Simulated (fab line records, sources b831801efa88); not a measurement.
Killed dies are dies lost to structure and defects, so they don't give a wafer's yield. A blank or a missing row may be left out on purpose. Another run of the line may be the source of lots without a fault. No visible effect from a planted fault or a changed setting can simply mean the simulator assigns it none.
fab line records | flow sky130
record: lots: 6 wafers: 18 last_day: 50
route steps=708 shown RES_XHIGH@339 SD_N@342 SD_P@359 PAD_OPEN@708
lots that met no fault: taken from a fault-free run of the same line
start_h: hours from the record's opening day to when the first of the lot's shown wafers began | wait_h: time in hours since the lot's previous step | " unchanged from the row above | L1.1+2: a row that stands for several wafers | - either no value or no given start | * or withheld: withheld | < > ~ a bound
route shown NAME@n: names a module that has steps shown in the file, with the first one's number in the route | usual: mean and standard deviation over wafers with no fault | same: alike in all rows | chamber/n: place in a boat | sites: per-site readings | _std_site: how widely they spread, as a standard deviation | _edge_site: inner sites' mean taken away from outer sites' mean | radius_mm: how far each site lies from the wafer's centre | mask NAME#n: copy n | behind: the most recent tool/chamber to have shaped the wafer | hold: the reason the lot was held/the length of the hold in hours/how it ended | device: transistor that didn't switch, given as n, p or np | end of line: tests run on the same wafers once the route is complete | step lacking rows: just its recipe | killed: not the wafer's yield, but the dies lost to structure and defects at the first sort | map: the dies of a wafer, with x for killed, . for not killed, _ for no die there
set.NAME: the setting that was run; set.NAME@STEP: the one run at that earlier step | model.NAME: the simulator's own value behind a step, which no gauge read
a table for each step, a row for each wafer; lots at some steps of the route
services: the hour from which a tool's chamber was out of use, counted from the record's first day as start_h (under 0 if before that day), plus the number of hours and why
== steps ==
step: SKY_RES_XHIGH_IMPLANT_07
recipe: species: BF2 energy_kev: 20 dose_cm2: 3.6e+14 tilt_deg: 0
step: SKY_RES_XHIGH_STRIP_08
recipe: chemistry: O2/N2 power_w: 1400 pressure_mtorr: 1500 platen_temp_c: withheld o2_flow_sccm: 3000 n2_flow_sccm: 300 overash_fraction: 0.5
usual: chamber_pressure_mTorr: 1499.9/1.4 drypump_motor_current_A: 5.9/0.42 oes_product_au: 0.711/0.0046 strip_time_to_endpoint_s: 14.27/0.043
columns lot.wafer tool chamber start_h wait_h chamber_pressure_mTorr drypump_motor_current_A oes_product_au rf_hours_counter_h strip_time_to_endpoint_s
L531.1 plasma_asher-03 1 650.27 0.1 1500.4 6.3 0.710 82 14.20
L531.2 " 0 " " 1501.0 5.2 0.715 82 14.24
L531.5 " 0 " " 1500.5 5.2 0.708 - 14.21
L533.1 plasma_asher-04 1 663.34 0.1 1501.0 6.7 0.707 99 14.16
L533.2 " 0 " " 1500.1 6.2 0.710 99 14.21
L533.6 " 1 " " 1500.7 6.7 0.713 - 14.20
L535.1 plasma_asher-02 0 695.94 0.1 1500.6 5.6 0.707 26 14.28
L535.3 " 1 " " 1500.8 5.9 0.715 - 14.27
L535.4 " 0 " " 1500.8 5.6 0.725 - 14.26
L538.1 plasma_asher-02 0 705.99 0.1 1500.4 5.6 0.717 27 14.31
L538.2 " 1 " " 1499.3 5.9 0.710 27 14.30
L538.6 " 0 " " 1496.9 5.6 0.712 - 14.23
L537.1 plasma_asher-03 0 710.63 0.1 1501.2 5.2 0.712 88 14.35
L537.2 " 1 " " 1499.9 6.3 0.717 88 14.30
L537.4 " 1 " " 1500.7 6.3 0.706 - 14.32
L549.1 plasma_asher-04 0 799.08 0.1 1500.2 6.2 0.714 5 14.35
L549.4 " 0 " " 1499.7 6.2 0.705 - 14.29
L549.6 " 1 " " 1502.7 6.7 0.711 - 14.35
step: SKY_RES_XHIGH_TW_MEAS_09
usual: RES_XHIGH_TW: 1639/11
columns lot.wafer tool chamber start_h wait_h RES_XHIGH_TW
L531.1 film_metro-03 - 650.37 0.1 1659
L531.2 " - " " 1643
L531.5 " - " " 1657
L533.1 film_metro-03 - 663.44 0.1 1651
L533.2 " - " " 1649
L533.6 " - " " 1645
L535.1 film_metro-03 - 696.04 0.1 1636
L535.3 " - " " 1633
L535.4 " - " " 1634
L538.1 film_metro-02 - 706.09 0.1 1622
L538.2 " - " " 1621
L538.6 " - " " 1625
L537.1 film_metro-01 - 710.73 0.1 1647
L537.2 " - " " 1643
L537.4 " - " " 1647
L549.1 film_metro-02 - 799.18 0.1 1630
L549.4 " - " " 1634
L549.6 " - " " 1629
step: SKY_SD_N_DEHYDRATE_00
recipe: temp_c: 200 time_s: 60
step: SKY_SD_N_HMDS_01
recipe: prime_time_s: 60 prime_temp_c: 120
step: SKY_SD_N_COAT_02
recipe: resist: NOVOLAK spin_rpm: 3000 resist_thk_nm: 1140
step: SKY_SD_N_SOFTBAKE_03
recipe: temp_c: 90 time_s: 60 resist: NOVOLAK
step: SKY_SD_N_EXPOSE_04
recipe: mask_id: NSDM na: 0.6 source_shape: conventional sigma_outer: 0.6 polarization: unpolarized target_cd_nm: 380 dose_mj: 137.5
step: SKY_SD_N_PEB_05
recipe: temp_c: withheld time_s: * resist: NOVOLAK
step: SKY_SD_N_DEVELOP_06
recipe: resist: NOVOLAK developer: TMAH develop_time_s: 60 dev_temp_c: 23
step: SKY_SD_N_CD_MEAS_07
recipe: target_cd_nm: 380
usual: cd_nm: 379.9/2.6
columns lot.wafer tool chamber start_h wait_h cd_nm
L531.1 cd_sem-02 - 678.08 0.1 382.5
L531.2 " - " " 381.3
L531.5 " - " " 381.4
L533.1 cd_sem-01 - 691.49 0.1 381.3
L533.2 " - " " 382.5
L533.6 " - " " 385.5
L535.1 cd_sem-01 - 723.13 0.1 382.7
L535.3 " - " " 382.9
L535.4 " - " " 382.5
L538.1 cd_sem-01 - 732.24 0.1 376.4
L538.2 " - " " 379.5
L538.6 " - " " 378.7
L537.1 cd_sem-02 - 737.24 0.1 379.2
L537.2 " - " " 377.8
L537.4 " - " " 379.3
L549.1 cd_sem-02 - 825.19 0.1 376.9
L549.4 " - " " 377.2
L549.6 " - " " 376.7
step: SKY_SD_N_OVL_MEAS_08
usual: SD_N_OVL: -0.2/1.6
columns lot.wafer tool chamber start_h wait_h SD_N_OVL[nm]
L531.1 overlay-01 - 678.20 0.1 -2.8
L531.2 " - " " -3.8
L531.5 " - " " -2.2
L533.1 overlay-02 - 691.61 0.1 1.3
L533.2 " - " " 1.2
L533.6 " - " " -0.7
L535.1 overlay-01 - 723.25 0.1 -1.7
L535.3 " - " " -1.1
L535.4 " - " " -1.8
L538.1 overlay-02 - 732.36 0.1 1.0
L538.2 " - " " 0.1
L538.6 " - " " 2.5
L537.1 overlay-01 - 737.36 0.1 -1.1
L537.2 " - " " -1.6
L537.4 " - " " -0.8
L549.1 overlay-01 - 825.31 0.1 0.2
L549.4 " - " " -0.6
L549.6 " - " " -0.2
step: SKY_SD_N_IMPLANT_09
recipe: species: As energy_kev: 50 dose_cm2: 4e+15 tilt_deg: 0
usual: beam_on_s: 18.2/0.47 dose_ions_cm2: 4e+15/4.4e+12
columns lot.wafer tool chamber start_h wait_h beam_on_s dose_ions_cm2
L531.1 implanter-01 0 678.24 0.0 18.2 4.002e+15
L531.2 " 0 " " 18.0 3.993e+15
L531.5 " 0 " " 18.5 3.997e+15
L533.1 implanter-03 0 691.64 0.0 18.5 4.002e+15
L533.2 " 0 " " 18.4 4e+15
L533.6 " 0 " " 18.7 4e+15
L535.1 implanter-03 0 723.29 0.0 10.1 2.162e+15
L535.3 " 0 " " 10.0 2.164e+15
L535.4 " 0 " " 10.5 2.16e+15
L538.1 implanter-03 0 732.39 0.0 10.0 2.154e+15
L538.2 " 0 " " 10.0 2.157e+15
L538.6 " 0 " " 9.8 2.162e+15
L537.1 implanter-01 0 737.39 0.0 17.6 4.002e+15
L537.2 " 0 " " 17.7 3.995e+15
L537.4 " 0 " " 18.0 4e+15
L549.1 implanter-01 0 825.34 0.0 17.8 3.995e+15
L549.4 " 0 " " 18.5 3.997e+15
L549.6 " 0 " " 17.8 3.999e+15
step: SKY_SD_N_IMPLANT_10
recipe: species: P energy_kev: 20 dose_cm2: 1e+14 tilt_deg: 0
step: SKY_SD_N_STRIP_11
recipe: chemistry: O2/N2 power_w: 1400 pressure_mtorr: 1500 platen_temp_c: withheld o2_flow_sccm: 3000 n2_flow_sccm: 300 overash_fraction: 0.5
usual: chamber_pressure_mTorr: 1500.0/1.3 drypump_motor_current_A: 5.8/0.31 oes_product_au: 0.527/0.0041 strip_time_to_endpoint_s: 22.54/0.043
columns lot.wafer tool chamber start_h wait_h chamber_pressure_mTorr drypump_motor_current_A oes_product_au rf_hours_counter_h strip_time_to_endpoint_s
L531.1 plasma_asher-02 1 678.54 0.1 1499.6 5.9 0.525 25 22.60
L531.2 " 0 " " 1503.9 5.6 0.540 25 22.61
L531.5 " 1 " " 1500.7 5.9 0.520 - 22.61
L533.1 plasma_asher-01 1 691.94 0.1 1500.1 6.1 0.525 59 22.56
L533.2 " 0 " " 1497.6 5.5 0.524 59 22.58
L533.6 " 1 " " 1499.3 6.1 0.527 - 22.54
L535.1 plasma_asher-01 0 723.59 0.1 1499.6 5.5 0.557 62 20.41
L535.3 " 1 " " 1500.6 6.1 0.563 - 20.41
L535.4 " 0 " " 1501.0 5.5 0.557 - 20.42
L538.1 plasma_asher-02 0 732.69 0.1 1499.7 5.6 0.568 30 20.35
L538.2 " 1 " " 1501.0 5.9 0.560 30 20.36
L538.6 " 0 " " 1501.3 5.6 0.555 - 20.36
L537.1 plasma_asher-01 0 737.69 0.1 1497.8 5.5 0.528 64 22.53
L537.2 " 1 " " 1497.7 6.1 0.518 64 22.56
L537.4 " 1 " " 1500.9 6.1 0.527 - 22.54
L549.1 plasma_asher-02 1 825.64 0.1 1501.0 5.8 0.534 39 22.59
L549.4 " 1 " " 1500.4 5.8 0.525 - 22.61
L549.6 " 0 " " 1499.7 5.6 0.532 - 22.60
step: SKY_SD_N_TW_MEAS_12
usual: SD_N_TW: 3985/30
columns lot.wafer tool chamber start_h wait_h SD_N_TW
L531.1 film_metro-02 - 678.64 0.1 3966
L531.2 " - " " 3952
L531.5 " - " " 3951
L533.1 film_metro-02 - 692.04 0.1 3979
L533.2 " - " " 3985
L533.6 " - " " 3963
L535.1 film_metro-01 - 723.69 0.1 3926
L535.3 " - " " 3912
L535.4 " - " " 3897
L538.1 film_metro-01 - 732.79 0.1 3917
L538.2 " - " " 3923
L538.6 " - " " 3920
L537.1 film_metro-03 - 737.79 0.1 4026
L537.2 " - " " 3989
L537.4 " - " " 4011
L549.1 film_metro-02 - 825.74 0.1 3968
L549.4 " - " " 3962
L549.6 " - " " 3948
step: SKY_SD_N_CLEAN_13
recipe: chemistry: SC1/SC2 mix: 1:4:20 temp_c: 70 time_s: 150 dry: n2_spin
step: SKY_SD_N_RTA_14
recipe: temp_c: 1075 time_s: 2 idle_temp_c: 650 ramp_up_c_per_s: 150 ramp_down_c_per_s: 90 ambient: N2
usual: anneal_temp_c_max: 1078.9/0.82 lamp_power_pct: 15.74/0.051 wafer_temp_C_max: 1077.9/1.1
columns lot.wafer tool chamber start_h wait_h anneal_temp_c_max lamp_power_pct wafer_temp_C_max
L531.1 rtp_anneal-02 0 678.75 0.0 1078.1 15.70 1077.2
L531.2 " 0 " " 1077.8 15.77 1077.2
L531.5 " 0 " " 1078.5 15.70 1076.3
L533.1 rtp_anneal-02 0 692.16 0.0 1078.3 15.81 1078.0
L533.2 " 0 " " 1080.0 15.73 1078.2
L533.6 " 0 " " 1079.0 15.76 1078.5
L535.1 rtp_anneal-02 0 723.80 0.0 1079.9 15.76 1078.6
L535.3 " 0 " " 1080.1 15.83 1076.5
L535.4 " 0 " " 1078.4 15.74 1078.8
L538.1 rtp_anneal-02 0 732.90 0.0 1077.9 15.77 1080.5
L538.2 " 0 " " 1079.0 15.76 1079.8
L538.6 " 0 " " 1078.6 15.73 1077.7
L537.1 rtp_anneal-01 0 737.90 0.0 1080.0 15.64 1080.2
L537.2 " 0 " " 1077.8 15.72 1078.1
L537.4 " 0 " " 1078.6 15.74 1076.2
L549.1 rtp_anneal-02 0 825.85 0.0 1078.3 15.84 1078.3
L549.4 " 0 " " 1079.6 15.75 1076.9
L549.6 " 0 " " 1080.4 15.65 1076.8
step: SKY_SD_N_RS_MEAS_16
recipe: thk_meas_gauge: four-point-probe
usual: SD_N_RS: 68.67/0.17
columns lot.wafer tool chamber start_h wait_h SD_N_RS[ohm/sq]
L531.1 film_metro-03 - 678.92 0.1 68.97
L531.2 " - " " 68.77
L531.5 " - " " 68.95
L533.1 film_metro-01 - 692.33 0.1 68.51
L533.2 " - " " 68.58
L533.6 " - " " 68.53
L535.1 film_metro-03 - 724.03 0.1 76.69
L535.3 " - " " 76.42
L535.4 " - " " 76.45
L538.1 film_metro-03 - 733.07 0.1 76.59
L538.2 " - " " 76.62
L538.6 " - " " 76.80
L537.1 film_metro-02 - 738.08 0.1 68.58
L537.2 " - " " 68.52
L537.4 " - " " 68.49
L549.1 film_metro-03 - 826.03 0.1 68.55
L549.4 " - " " 68.69
L549.6 " - " " 68.77
step: SKY_SD_N_RS_MEAS_17
recipe: thk_meas_gauge: four-point-probe
usual: SD_P_RS: 147.3/0.48
columns lot.wafer tool chamber start_h wait_h SD_P_RS[ohm/sq]
L531.1 film_metro-03 - 679.04 0.1 147.9
L531.2 " - " " 147.5
L531.5 " - " " 148.3
L533.1 film_metro-01 - 692.45 0.1 146.8
L533.2 " - " " 146.7
L533.6 " - " " 146.3
L535.1 film_metro-03 - 724.15 0.1 147.8
L535.3 " - " " 147.5
L535.4 " - " " 147.5
L538.1 film_metro-03 - 733.19 0.1 147.7
L538.2 " - " " 148.0
L538.6 " - " " 148.2
L537.1 film_metro-02 - 738.20 0.1 147.1
L537.2 " - " " 146.9
L537.4 " - " " 147.2
L549.1 film_metro-03 - 826.15 0.1 147.3
L549.4 " - " " 147.5
L549.6 " - " " 147.8
step: SKY_PAD_OPEN_PROBE_99
usual: killed_at_M0_to_M3: 43/7.7 killed_at_M4_up: 2.9/1.7 killed_at_contacts: 24/5.5 killed_at_front_end: 15/4 killed_at_other: 0.4/0.66 killed_dies: 86/9.4 killed_open: 47/6.7 killed_short: 38/6.2
same: gross_dies: 492 killed_at_back_side: 0
columns lot.wafer tool chamber start_h wait_h killed_at_M0_to_M3 killed_at_M4_up killed_at_contacts killed_at_front_end killed_at_other killed_dies killed_open killed_short model.etest.res_ndiff.line_ohm_um model.etest.nfet_g5v0d10v5.r_on_ohm_um model.etest.sonos_uncharged.r_on_ohm_um model.etest.licon_ndiff.rc_ohm model.etest.res_ndiff_hv.rs_ohm_sq model.etest.res_ndiff.rs_ohm_sq
L531.1 prober-02 - 1096.15 0.1 50 0 25 21 0 96 38 57 770.2 1858 780.3 176.1 114 120.5
L531.2 prober-02 - 1096.20 0.1 47 2 27 15 0 91 46 44 774.2 1876 792.9 181.6 113.5 120.6
L531.5 prober-02 - 1096.35 0.2 44 2 30 16 0 92 53 38 752.4 1889 806.9 183.8 114.4 120.4
L533.1 prober-02 - 1107.96 0.1 59 6 22 13 1 101 61 40 760.1 1886 794.8 183.9 113.1 119.4
L533.2 prober-02 - 1108.01 0.1 39 7 28 14 0 88 57 31 749.5 1903 804.7 182 113.1 119.1
L533.6 prober-02 - 1108.21 0.2 41 3 22 24 0 90 43 47 778.1 1873 802 188 112.9 119
L535.1 prober-02 - 1131.25 0.1 35 5 27 12 0 79 42 37 872 1932 858.1 217.8 133.9 139.6
L535.3 prober-02 - 1131.35 0.2 45 4 25 20 0 94 51 42 887.4 1934 848 216.2 132.6 139.2
L535.4 prober-02 - 1131.40 0.2 45 2 26 11 0 84 52 32 870.9 1956 859.3 214.4 133.5 138.9
L538.1 prober-02 - 1136.39 0.1 46 1 21 14 0 82 44 37 867.4 1957 884.6 229.4 129.6 134.8
L538.2 prober-02 - 1136.44 0.1 48 1 24 10 0 83 46 37 842.8 1929 851.6 214.2 129.9 134.9
L538.6 prober-02 - 1136.64 0.2 33 1 30 15 1 80 47 33 872.2 1972 874.1 222.1 130.3 135.5
L537.1 prober-01 - 1138.65 0.1 35 4 19 18 0 76 45 31 762.6 1871 797.3 183.2 114.3 121.3
L537.2 prober-01 - 1138.70 0.1 44 2 25 18 1 90 39 50 776.7 1852 788.8 177.2 113.4 119.5
L537.4 prober-01 - 1138.80 0.2 35 1 22 9 0 67 33 34 768.1 1900 808.2 173.3 113.9 119.5
L549.1 prober-02 - 1199.36 0.1 44 5 31 14 0 94 50 44 759.3 1860 803.2 195.6 113.4 119.7
L549.4 prober-02 - 1199.51 0.2 34 5 23 11 0 73 49 24 732.9 1834 803.2 176.4 113.9 119.8
L549.6 prober-02 - 1199.61 0.2 35 5 28 9 0 77 42 35 757.7 1852 782.9 180.7 113.3 120.4
killed by level:class
L531.1 METAL1:geometric_particle:short=9 LI_CONTACT:geometric_particle:open=8 VIA2:geometric_particle:open=8 CONTACT:geometric_particle:short=7 VIA1:geometric_particle:open=7 METAL2:geometric_particle:short=7 FIELD_ISO:geometric_particle:short=6 POLY_GATE:geometric_particle:short=6
L531.2 LI_CONTACT:geometric_particle:open=12 METAL1:geometric_particle:short=9 VIA1:geometric_particle:open=8 FIELD_ISO:geometric_particle:short=6 CONTACT:geometric_particle:open=6 METAL2:geometric_particle:short=6 VIA1:geometric_particle:short=5 VIA2:geometric_particle:open=5
L531.5 LI_CONTACT:geometric_particle:open=10 VIA2:geometric_particle:open=10 CONTACT:geometric_particle:open=9 VIA1:geometric_particle:open=8 VIA3:geometric_particle:open=5 CONTACT:geometric_particle:short=5 METAL1:geometric_particle:short=5 POLY_GATE:geometric_particle:open=4
L533.1 VIA1:geometric_particle:open=18 CONTACT:geometric_particle:open=12 VIA3:geometric_particle:open=10 VIA2:geometric_particle:open=7 VIA1:geometric_particle:short=7 FIELD_ISO:geometric_particle:open=6 CONTACT:geometric_particle:short=5 METAL1:geometric_particle:short=5
L533.2 CONTACT:geometric_particle:open=16 VIA1:geometric_particle:open=10 VIA3:geometric_particle:open=8 VIA2:geometric_particle:open=6 FIELD_ISO:geometric_particle:short=4 POLY_GATE:geometric_particle:short=4 LI_CONTACT:geometric_particle:open=4 LOCAL_INTERCONNECT:geometric_particle:short=4
L533.6 FIELD_ISO:geometric_particle:short=9 VIA1:geometric_particle:open=8 LI_CONTACT:geometric_particle:open=7 VIA1:geometric_particle:short=7 POLY_GATE:geometric_particle:open=6 LI_CONTACT:geometric_particle:short=5 CONTACT:geometric_particle:short=5 VIA2:geometric_particle:short=5
L535.1 CONTACT:geometric_particle:open=12 LI_CONTACT:geometric_particle:open=5 VIA2:geometric_particle:open=5 VIA3:geometric_particle:open=5 POLY_GATE:geometric_particle:short=4 LOCAL_INTERCONNECT:geometric_particle:short=4 METAL1:geometric_particle:short=4 VIA1:geometric_particle:open=4
L535.3 VIA1:geometric_particle:open=12 VIA2:geometric_particle:open=8 CONTACT:geometric_particle:open=6 LI_CONTACT:geometric_particle:open=5 FIELD_ISO:geometric_particle:open=5 LOCAL_INTERCONNECT:geometric_particle:short=5 LI_CONTACT:geometric_particle:short=5 VIA1:geometric_particle:short=5
L535.4 VIA1:geometric_particle:open=14 LI_CONTACT:geometric_particle:open=12 CONTACT:geometric_particle:open=8 METAL2:geometric_particle:short=6 VIA2:geometric_particle:open=5 VIA3:geometric_particle:short=5 FIELD_ISO:geometric_particle:short=4 VIA3:geometric_particle:open=4
L538.1 VIA2:geometric_particle:open=8 CONTACT:geometric_particle:open=7 VIA3:geometric_particle:open=7 METAL1:geometric_particle:short=6 VIA1:geometric_particle:open=6 VIA3:geometric_particle:short=5 FIELD_ISO:geometric_particle:short=4 LI_CONTACT:geometric_particle:open=4
L538.2 VIA3:geometric_particle:open=10 CONTACT:geometric_particle:open=9 VIA1:geometric_particle:open=8 VIA1:geometric_particle:short=6 VIA2:geometric_particle:open=6 CONTACT:geometric_particle:short=5 LI_CONTACT:geometric_particle:open=4 METAL1:geometric_particle:open=4
L538.6 CONTACT:geometric_particle:open=10 VIA1:geometric_particle:open=9 VIA3:geometric_particle:open=6 LI_CONTACT:geometric_particle:open=5 LI_CONTACT:geometric_particle:short=5 LOCAL_INTERCONNECT:geometric_particle:short=5 FIELD_ISO:geometric_particle:short=4 VIA2:geometric_particle:open=4
L537.1 VIA1:geometric_particle:open=8 VIA2:geometric_particle:open=7 LI_CONTACT:geometric_particle:open=6 VIA3:geometric_particle:open=6 FIELD_ISO:geometric_particle:open=5 LOCAL_INTERCONNECT:geometric_particle:short=5 CONTACT:geometric_particle:open=5 FIELD_ISO:geometric_particle:short=4
L537.2 METAL2:geometric_particle:short=10 CONTACT:geometric_particle:open=9 POLY_GATE:geometric_particle:short=8 VIA3:geometric_particle:open=8 VIA1:geometric_particle:open=7 LI_CONTACT:geometric_particle:open=5 CONTACT:geometric_particle:short=5 LOCAL_INTERCONNECT:geometric_particle:short=4
L537.4 CONTACT:geometric_particle:open=11 VIA1:geometric_particle:open=7 VIA1:geometric_particle:short=5 CONTACT:geometric_particle:short=5 VIA3:geometric_particle:short=5 VIA3:geometric_particle:open=5 VIA2:geometric_particle:short=4 FIELD_ISO:geometric_particle:short=3
L549.1 LOCAL_INTERCONNECT:geometric_particle:short=12 VIA1:geometric_particle:open=11 CONTACT:geometric_particle:open=9 METAL2:geometric_particle:short=8 VIA2:geometric_particle:open=6 VIA1:geometric_particle:short=6 VIA3:geometric_particle:open=6 FIELD_ISO:geometric_particle:open=5
L549.4 VIA1:geometric_particle:open=9 CONTACT:geometric_particle:open=7 LI_CONTACT:geometric_particle:open=6 VIA2:geometric_particle:open=6 VIA3:geometric_particle:open=5 FIELD_ISO:geometric_particle:open=4 LOCAL_INTERCONNECT:geometric_particle:short=4 POLY_GATE:geometric_particle:open=3
L549.6 LI_CONTACT:geometric_particle:open=9 CONTACT:geometric_particle:open=9 VIA2:geometric_particle:open=7 METAL1:geometric_particle:short=5 VIA3:geometric_particle:open=5 LOCAL_INTERCONNECT:geometric_particle:short=4 CONTACT:geometric_particle:short=4 VIA2:geometric_particle:short=4
== services ==
columns tool chamber start_h hours kind
plasma_asher-01 - 652.71 3.1 repair
implanter-03 - 668.46 1.4 pm
implanter-03 - 679.77 2.8 pm
implanter-03 - 701.19 1.5 repair
implanter-01 - 719.58 1.9 repair
plasma_asher-04 - 733.75 9.0 pm
plasma_asher-04 0 733.75 9.0 vent_cycle
plasma_asher-04 1 733.75 9.0 vent_cycle
plasma_asher-04 0 742.75 - clean
plasma_asher-04 1 742.75 - clean
plasma_asher-04 - 747.05 6.3 pm
implanter-03 - 769.58 4.2 repair
implanter-03 - 794.14 3.9 repair
implanter-03 - 804.87 0.8 repair
plasma_asher-03 - 806.16 5.3 repair
plasma_asher-01 - 806.53 1.7 repair
== key ==
first_sign: step: SKY_SD_N_IMPLANT_09 reading: dose_ions_cm2 direction: down sigmas: 99+ usual: * struck: *
effect: step: SKY_SD_N_IMPLANT_09 reading: beam_on_s direction: down sigmas: 17 usual: 18.2 struck: 10.1
effect: step: SKY_SD_N_STRIP_11 reading: strip_time_to_endpoint_s direction: down sigmas: 50 usual: * struck: *
effect: step: SKY_SD_N_TW_MEAS_12 reading: SD_N_TW direction: down sigmas: 2.3 usual: 3985 struck: 3916
effect: step: SKY_SD_N_RS_MEAS_16 reading: SD_N_RS direction: up sigmas: 48 usual: 68.67 struck: 76.60
model_effect: step: SKY_PAD_OPEN_PROBE_99 value: etest.res_ndiff.line_ohm_um without: 756.5 struck: 868.8
met_at SKY_SD_N_IMPLANT_09
struck_wafers L535.1,L535.3,L535.4,L538.1,L538.2,L538.6
tester_left_out L535,L538
onset_between 691.64 723.29
fault: kind: process_parameter_drift tool: implanter-03 chamber: - onset_h: 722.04 steps: SKY_SD_N_IMPLANT_09 channel: dose_cm2 offset: * shape: step end_h: 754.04 acts_in: * stated: *
tester_left_out: of these lots the tester's yield and bins aren't shown, on N5 and GAA mostly nor the transistor test; their killed dies are dies lost to structure and defects alone, not to doping, threshold or leakage, so they don't give the yield
